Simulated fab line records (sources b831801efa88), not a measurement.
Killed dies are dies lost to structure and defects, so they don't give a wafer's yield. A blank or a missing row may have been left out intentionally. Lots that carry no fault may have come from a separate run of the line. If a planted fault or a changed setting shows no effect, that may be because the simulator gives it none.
Split-lot experiment || flow sky130 || on a route of 708 steps: 5 lots, 23 wafers read

## ABOUT THE SPLIT
At SKY_VIA2_COAT_07 (resist thk 450 nm), the setting resistThkNm was moved away from the recipe's 450 nm on 9 of the 23 wafers read, by -4.7% to +5.9%. For the rest of the wafers, this setting stayed at what the recipe calls for.

## FROM THE SPLIT TO THE READING: what the file shows between them, 3 steps
- SKY_VIA2_SOFTBAKE_08: time 90 s
- SKY_VIA2_EXPOSE_09: exposes mask VIM2, target cd 200 nm
- SKY_VIA2_ETCH_14: etches BARC in N2/H2, stops on SiO2, time 45.9 s, target depth 60 nm

## THE READING
KrF-thick_of_VIA2_COAT_07.thkNm (the simulator's own value, which no gauge read), in nm, at SKY_VIA2_ETCH_15 (etches SiO2 in C4F8/O2/Ar, stops on TiN, target depth 546 nm, time 84 s). There is no usual value for it anywhere in the file. The 14 wafers here that ran the recipe average 281.1 nm, standard deviation 2.2 nm.

{"wafer": "L076.1", "tool, chamber at the split": "lithoTrack-04, 0", "resistThkNm as run, nm": 450, "against the recipe": "recipe", "KrF-thick_of_VIA2_COAT_07.thkNm, nm": 278.9, "against lot-mates on the recipe": "-"}
{"wafer": "L076.2", "tool, chamber at the split": "lithoTrack-04, 0", "resistThkNm as run, nm": 450, "against the recipe": "recipe", "KrF-thick_of_VIA2_COAT_07.thkNm, nm": 283.1, "against lot-mates on the recipe": "-"}
{"wafer": "L076.4", "tool, chamber at the split": "lithoTrack-04, 0", "resistThkNm as run, nm": 450, "against the recipe": "recipe", "KrF-thick_of_VIA2_COAT_07.thkNm, nm": 283.2, "against lot-mates on the recipe": "-"}
{"wafer": "L076.5", "tool, chamber at the split": "lithoTrack-04, 0", "resistThkNm as run, nm": 450, "against the recipe": "recipe", "KrF-thick_of_VIA2_COAT_07.thkNm, nm": 281.5, "against lot-mates on the recipe": "-"}
{"wafer": "L076.6", "tool, chamber at the split": "lithoTrack-04, 0", "resistThkNm as run, nm": 450, "against the recipe": "recipe", "KrF-thick_of_VIA2_COAT_07.thkNm, nm": 278.7, "against lot-mates on the recipe": "-"}
{"wafer": "L079.1", "tool, chamber at the split": "lithoTrack-04, 0", "resistThkNm as run, nm": 450, "against the recipe": "recipe", "KrF-thick_of_VIA2_COAT_07.thkNm, nm": 283, "against lot-mates on the recipe": "-"}
{"wafer": "L079.3", "tool, chamber at the split": "lithoTrack-04, 0", "resistThkNm as run, nm": 428.7, "against the recipe": "-4.7%", "KrF-thick_of_VIA2_COAT_07.thkNm, nm": 261, "against lot-mates on the recipe": -19.8}
{"wafer": "L079.4", "tool, chamber at the split": "lithoTrack-04, 0", "resistThkNm as run, nm": 450, "against the recipe": "recipe", "KrF-thick_of_VIA2_COAT_07.thkNm, nm": 278.5, "against lot-mates on the recipe": "-"}
{"wafer": "L079.5", "tool, chamber at the split": "lithoTrack-04, 0", "resistThkNm as run, nm": 428.7, "against the recipe": "-4.7%", "KrF-thick_of_VIA2_COAT_07.thkNm, nm": 261, "against lot-mates on the recipe": -19.8}
{"wafer": "L079.6", "tool, chamber at the split": "lithoTrack-04, 0", "resistThkNm as run, nm": 428.7, "against the recipe": "-4.7%", "KrF-thick_of_VIA2_COAT_07.thkNm, nm": 262, "against lot-mates on the recipe": -18.8}
{"wafer": "L080.2", "tool, chamber at the split": "lithoTrack-04, 0", "resistThkNm as run, nm": 450, "against the recipe": "recipe", "KrF-thick_of_VIA2_COAT_07.thkNm, nm": 282.7, "against lot-mates on the recipe": "-"}
{"wafer": "L080.3", "tool, chamber at the split": "lithoTrack-04, 0", "resistThkNm as run, nm": 476.4, "against the recipe": "+5.9%", "KrF-thick_of_VIA2_COAT_07.thkNm, nm": 306.3, "against lot-mates on the recipe": "+23.4"}
{"wafer": "L080.4", "tool, chamber at the split": "lithoTrack-04, 0", "resistThkNm as run, nm": 476.4, "against the recipe": "+5.9%", "KrF-thick_of_VIA2_COAT_07.thkNm, nm": 308.9, "against lot-mates on the recipe": "+25.9"}
{"wafer": "L080.5", "tool, chamber at the split": "lithoTrack-04, 0", "resistThkNm as run, nm": 476.4, "against the recipe": "+5.9%", "KrF-thick_of_VIA2_COAT_07.thkNm, nm": 306.3, "against lot-mates on the recipe": "+23.4"}
{"wafer": "L080.6", "tool, chamber at the split": "lithoTrack-04, 0", "resistThkNm as run, nm": 450, "against the recipe": "recipe", "KrF-thick_of_VIA2_COAT_07.thkNm, nm": 283.2, "against lot-mates on the recipe": "-"}
{"wafer": "L084.3", "tool, chamber at the split": "lithoTrack-04, 0", "resistThkNm as run, nm": 450, "against the recipe": "recipe", "KrF-thick_of_VIA2_COAT_07.thkNm, nm": 277.6, "against lot-mates on the recipe": "-"}
{"wafer": "L084.4", "tool, chamber at the split": "lithoTrack-04, 0", "resistThkNm as run, nm": 450, "against the recipe": "recipe", "KrF-thick_of_VIA2_COAT_07.thkNm, nm": 281.6, "against lot-mates on the recipe": "-"}
{"wafer": "L084.6", "tool, chamber at the split": "lithoTrack-04, 0", "resistThkNm as run, nm": 450, "against the recipe": "recipe", "KrF-thick_of_VIA2_COAT_07.thkNm, nm": 277.6, "against lot-mates on the recipe": "-"}
{"wafer": "L083.1", "tool, chamber at the split": "lithoTrack-02, 0", "resistThkNm as run, nm": 450, "against the recipe": "recipe", "KrF-thick_of_VIA2_COAT_07.thkNm, nm": 282.6, "against lot-mates on the recipe": "-"}
{"wafer": "L083.3", "tool, chamber at the split": "lithoTrack-02, 0", "resistThkNm as run, nm": 465.4, "against the recipe": "+3.4%", "KrF-thick_of_VIA2_COAT_07.thkNm, nm": 297.4, "against lot-mates on the recipe": "+14.2"}
{"wafer": "L083.4", "tool, chamber at the split": "lithoTrack-02, 0", "resistThkNm as run, nm": 465.4, "against the recipe": "+3.4%", "KrF-thick_of_VIA2_COAT_07.thkNm, nm": 296.7, "against lot-mates on the recipe": "+13.6"}
{"wafer": "L083.5", "tool, chamber at the split": "lithoTrack-02, 0", "resistThkNm as run, nm": 450, "against the recipe": "recipe", "KrF-thick_of_VIA2_COAT_07.thkNm, nm": 283.7, "against lot-mates on the recipe": "-"}
{"wafer": "L083.6", "tool, chamber at the split": "lithoTrack-02, 0", "resistThkNm as run, nm": 465.4, "against the recipe": "+3.4%", "KrF-thick_of_VIA2_COAT_07.thkNm, nm": 297.8, "against lot-mates on the recipe": "+14.7"}

THE FIT
A straight line over all 23 wafers: KrF-thick_of_VIA2_COAT_07.thkNm changes by +4.38 nm for each +1% of resistThkNm; r = +0.99; the points scatter about the line by 2 nm.
The same after taking each lot's own level away (the mean of its wafers on the recipe; 23 wafers): +4.12 nm for each +1%; r = +0.99; scatter 1.5 nm.
On that fit, the largest move of resistThkNm shifts the reading by 24 nm.
From 278.93 to 283.15 nm: that is the span of the lots' own levels, equal to 1.9 times the standard deviation above.
Consequently the slope shifts little with the lot-to-lot level, the two slopes agreeing.
Check: +24.4 nm against its lot-mates is what the line predicts for one of the wafers moved furthest among these (+5.9%) when that wafer is left out of the fit. Against them it came out at +23.4 nm.

## THE OTHER SPLITS THESE WAFERS WENT THROUGH
These wafers also went through other splits before the reading. Each is held against what the fit with the lots' levels taken away leaves over:
{"other split on the same wafers": "SKY_METAL1_SPUTTER_02 timeS", "wafers away from the commonest value": 4, "r with KrF-thick_of_VIA2_COAT_07.thkNm (lot level and that fit taken away)": -0.22}
{"other split on the same wafers": "SKY_METAL2_SPUTTER_02 timeS", "wafers away from the commonest value": 7, "r with KrF-thick_of_VIA2_COAT_07.thkNm (lot level and that fit taken away)": "+0.37"}
{"other split on the same wafers": "SKY_METAL2_COAT_09 spinRpm", "wafers away from the commonest value": 9, "r with KrF-thick_of_VIA2_COAT_07.thkNm (lot level and that fit taken away)": -0.07}
{"other split on the same wafers": "SKY_VIA2_CMP_02 leaveAboveRefNm", "wafers away from the commonest value": 10, "r with KrF-thick_of_VIA2_COAT_07.thkNm (lot level and that fit taken away)": -0.07}

## THE WHOLE CHAIN: every reading that the file lists as answering this split, in the file's order
{"step": "SKY_VIA2_COAT_07", "what it does": "resist thk 450 nm", "reading": "KrF-thick_of_VIA2_COAT_07.thkNm (the simulator's own value, which no gauge read)", "change (the file's fit)": "+4.51 nm for each +1% of the setting", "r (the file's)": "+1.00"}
{"step": "SKY_VIA2_ETCH_14", "what it does": "etches BARC in N2/H2, stops on SiO2, time 45.9 s, target depth 60 nm", "reading": "KrF-thick_of_VIA2_COAT_07.thkNm (the simulator's own value, which no gauge read)", "change (the file's fit)": "+4.4 nm for each +1% of the setting", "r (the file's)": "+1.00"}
{"step": "SKY_VIA2_ETCH_15", "what it does": "etches SiO2 in C4F8/O2/Ar, stops on TiN, target depth 546 nm, time 84 s", "reading": "KrF-thick_of_VIA2_COAT_07.thkNm (the simulator's own value, which no gauge read)", "change (the file's fit)": "+4.12 nm for each +1% of the setting", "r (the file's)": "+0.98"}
{"step": "SKY_VIA2_STRIP_16", "what it does": "strips in O2/N2", "reading": "stripTimeToEndpointS", "change (the file's fit)": "withheld for each +1% of the setting", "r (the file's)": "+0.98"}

## FILE'S OWN FIT
KrF-thick_of_VIA2_COAT_07.thkNm changes by +4.12 nm for each +1% of resistThkNm, r = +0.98.
